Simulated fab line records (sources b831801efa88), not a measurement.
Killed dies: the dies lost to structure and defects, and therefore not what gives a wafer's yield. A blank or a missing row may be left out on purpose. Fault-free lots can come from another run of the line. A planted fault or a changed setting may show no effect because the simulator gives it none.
2 desks looking at one fault | flow sky130 | each desk has only its own numbers; what lay behind them comes last

== TOOL OWNER'S DESK, implanter-04 ==
For each lot that ran on this tool, the mean over its sampled wafers that have a number, from the tool's own readings at SKY_POLY_GATE_IMPLANT_02. A lot is out of limits, marked OUT, if its mean lies more than 4 standard deviations from the usual mean; the brackets give that distance.
Columns: A = beam on s at SKY_POLY_GATE_IMPLANT_02, usual 32.4 s; B = dose ions cm2 at SKY_POLY_GATE_IMPLANT_02, usual 7.699e+15; C = end station pressure torr at SKY_POLY_GATE_IMPLANT_02, usual 1.17e-05 Torr; D = faraday current uA at SKY_POLY_GATE_IMPLANT_02, usual 13101
lot  | first seen here | A              | B                           | C                   | D
L876 | day 15 13:25    | 32.6           | 7.694e+15                   | 1.16e-05            | 12961
L877 | day 16 08:54    | 32.2           | 7.695e+15                   | 1.15e-05            | 13122
L887 | day 19 16:31    | 10.1 (-16) OUT | 7.630e+14 (-99 or more) OUT | 8.63e-06 (-4.3) OUT | 4244 (-16) OUT
L889 | day 20 09:38    | 9.9 (-16) OUT  | 7.687e+14 (-99 or more) OUT | 8.37e-06 (-4.7) OUT | 4319 (-16) OUT
Finding of this desk: L887, L889 out of limits; the first was L887 at day 19 16:31, on beam on s at SKY_POLY_GATE_IMPLANT_02. Within limits: L876, L877.

== AT THE METROLOGY DESK ==
Lot by lot, what the gauges showed, no matter which tool ran the lot: averages of those sampled wafers that carry a number. A lot is out of limits, marked OUT, if its mean lies more than 4 standard deviations from the usual mean; the brackets give that distance.
Columns: A = VT_ADJUST_PCH_OVL at SKY_VT_ADJUST_PCH_OVL_MEAS_07, usual -1.3 nm; B = POLY_GATE_TW at SKY_RES_PROTECT_TW_MEAS_08, usual 4045
lot  | first seen here | A    | B
L876 | day 11 01:25    | -2.5 | 4048
L877 | day 11 14:50    | -0.7 | 4053
L880 | day 12 09:53    | -2.1 | 4047
L881 | day 12 14:08    | -1.9 | 4025
L887 | day 14 11:50    | 0.2  | 2803 (-41) OUT
L888 | day 14 20:33    | -1.8 | 4042
L889 | day 15 02:48    | -0.6 | 2843 (-40) OUT
L890 | day 15 15:02    | 0.9  | 4015
L893 | day 16 12:55    | -1.9 | 4037
L894 | day 16 19:14    | -1.2 | 4081
L896 | day 17 06:40    | -1.3 | 4061
This desk's finding: out of limits on L887, L889; first on L887, day 19 16:45 (POLY_GATE_TW at SKY_RES_PROTECT_TW_MEAS_08). Within limits: L876, L877, L880, L881, L888, L890, L893, L894, L896.

== BROUGHT TOGETHER ==
The tool owner's desk had the chance to raise an alarm at day 19 16:31 on L887, L889.
An alarm was possible from the metrology desk at day 19 16:45, on L887, L889.
On implanter-04, each named lot ran SKY_POLY_GATE_IMPLANT_02.

== WHAT THE SIMULATOR HAD PUT IN ==
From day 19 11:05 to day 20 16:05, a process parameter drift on implanter-04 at SKY_POLY_GATE_IMPLANT_02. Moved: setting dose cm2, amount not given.
Lots struck among those shown: L887, L889.
Counting hours from when the fault started, the first reading out of limits came at 5 for the tool owner's desk and at 6 for the metrology desk.
